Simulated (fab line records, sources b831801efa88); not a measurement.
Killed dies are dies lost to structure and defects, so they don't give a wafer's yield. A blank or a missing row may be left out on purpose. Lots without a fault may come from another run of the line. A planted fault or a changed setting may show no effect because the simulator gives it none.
fab line records | flow sky130
record lots=15 wafers=45 last_day=50
route steps=708 shown NWELL@65
lots that met no fault: from a run of the same line without faults
start_h: hours from the record's first day to the start of the lot's first wafer shown | wait_h: hours since the lot's step before | " the same as in the row above | L1.1+2: a row that stands for several wafers | - no value, or no start given | * or withheld: withheld | < > ~ a bound
route shown NAME@n: a module of which the file shows steps, and the number in the route of the first | usual: mean/standard deviation of fault-free wafers | same: alike in all rows | chamber/n: place in a boat | sites: the reading at each site | _std_site: their standard deviation | _edge_site: outer sites' mean less inner sites' | radius_mm: how far each site lies from the wafer's centre | mask NAME#n: copy n | behind: the tool/chamber that last shaped the wafer | hold: why the lot was held/for how many hours/how that ended | device: the transistor (n, p or np) that didn't switch | end of line: the same wafers' tests at the end of the route | a step without rows: its recipe alone | killed: dies lost to structure and defects at the first sort, not the wafer's yield | map: a wafer's dies, x killed, . not, _ none there
set.NAME: the setting as run; set.NAME@STEP: as run at that earlier step | model.NAME: the simulator's own value behind a step, which no gauge read
steps of the route over a sample of lots; a table a step, a row a wafer
services: from which hour (start_h, from the record's first day; less than 0 if before it) a tool's chamber was out of use, for how many hours, and why
## steps
# step SKY_NWELL_IMPLANT_12
# recipe species=P energy_kev=120 dose_cm2=1.3e+12 tilt_deg=withheld
# columns lot.wafer tool chamber start_h wait_h
L153.3+4+5 implanter-02 0 85.80 0.1
L154.1+5+6 implanter-02 0 93.79 0.1
L155.3+4+6 implanter-02 0 95.14 0.1
L157.4+5+6 implanter-01 0 121.52 0.1
L158.3+5+6 implanter-02 0 132.49 0.1
L160.2+4+5 implanter-04 0 136.92 0.1
L159.1+4+6 implanter-02 0 137.25 0.1
L159.1+4+6 implanter-02 0 138.52 1.2
L161.1+2+5 implanter-04 0 141.55 0.1
L162.2+4+6 implanter-04 0 147.32 0.1
L162.2+4+6 implanter-04 0 147.63 0.3
L163.1+2+6 implanter-02 0 153.14 0.1
L163.1+2+6 implanter-02 0 153.46 0.3
L166.2+4+5 implanter-01 0 166.47 0.1
L170.3+5+6 implanter-04 0 183.44 0.1
L171.2+3+4 implanter-02 0 188.47 0.1
L172.1+3+4 implanter-02 0 201.15 0.1
L175.2+4+6 implanter-01 0 213.99 0.1
# step SKY_NWELL_RS_MEAS_29
# recipe thk_meas_gauge=four-point-probe
# usual NWELL_RS=624.8/1.5
# columns lot.wafer tool chamber start_h wait_h NWELL_RS[ohm/sq]
L153.3 film_metro-04 - 103.10 0.1 623.9
L153.4 " - " " 627.3
L153.5 " - " " 625.6
L154.1 film_metro-02 - 111.82 0.1 626.7
L154.5 " - " " 625.9
L154.6 " - " " 626.2
L155.3 film_metro-04 - 113.39 0.1 625.7
L155.4 " - " " 623.6
L155.6 " - " " 624.6
L157.4 film_metro-02 - 141.57 0.1 621.5
L157.5 " - " " 624.7
L157.6 " - " " 624.2
L158.3 film_metro-02 - 152.45 0.1 624.7
L158.5 " - " " 624.0
L158.6 " - " " 627.0
L160.2 film_metro-04 - 157.38 0.2 628.0
L160.4 " - " " 626.1
L160.5 " - " " 626.2
L159.1 film_metro-01 - 157.71 0.1 594.0
L159.4 " - " " 594.6
L159.6 " - " " 593.6
L159.1 film_metro-01 - 158.07 0.3 595.0
L159.4 " - " " 595.3
L159.6 " - " " 593.4
L161.1 film_metro-04 - 162.25 0.1 623.0
L161.2 " - " " 623.6
L161.5 " - " " 623.7
L162.2 film_metro-01 - 167.28 0.1 594.9
L162.4 " - " " 593.9
L162.6 " - " " 593.9
L162.2 film_metro-01 - 167.64 0.3 595.1
L162.4 " - " " 595.0
L162.6 " - " " 594.8
L163.1 film_metro-04 - 174.41 0.1 595.9
L163.2 " - " " 594.7
L163.6 " - " " 594.3
L163.1 film_metro-04 - 174.77 0.3 594.6
L163.2 " - " " 593.4
L163.6 " - " " 594.3
L166.2 film_metro-02 - 187.68 0.1 624.3
L166.4 " - " " 625.9
L166.5 " - " " 623.0
L170.3 film_metro-01 - 204.39 0.1 624.3
L170.5 " - " " 622.7
L170.6 " - " " 622.6
L171.2 film_metro-02 - 210.18 0.1 624.3
L171.3 " - " " 624.2
L171.4 " - " " 624.7
L172.1 film_metro-01 - 224.16 0.1 623.2
L172.3 " - " " 620.9
L172.4 " - " " 622.0
L175.2 film_metro-04 - 237.14 0.1 625.2
L175.4 " - " " 624.4
L175.6 " - " " 627.2
## services
# columns tool chamber start_h hours kind
implanter-02 - 128.96 1.2 repair
implanter-02 - 129.44 2.6 repair
implanter-01 - 163.69 2.1 repair
implanter-01 - 202.66 0.8 repair
implanter-02 - 208.53 16.3 pm
## key
first_sign step=SKY_NWELL_IMPLANT_12 reading=visit direction=added
effect step=SKY_NWELL_RS_MEAS_29 reading=visit direction=added
effect step=SKY_NWELL_RS_MEAS_29 reading=NWELL_RS direction=down sigmas=20 usual=624.8 struck=594.4
met_at SKY_NWELL_IMPLANT_12
struck_lots L159,L162,L163
tester_left_out L159,L162,L163
fault kind=repeated_step_whole tool=implanter-01,implanter-02,implanter-04 chamber=- onset_h=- steps=SKY_NWELL_IMPLANT_12 times=1 scope=struck_lots_only
# tester_left_out: of these lots the tester's yield and bins aren't shown, on N5 and GAA mostly nor the transistor test; their killed dies are dies lost to structure and defects alone, not to doping, threshold or leakage, so they don't give the yield
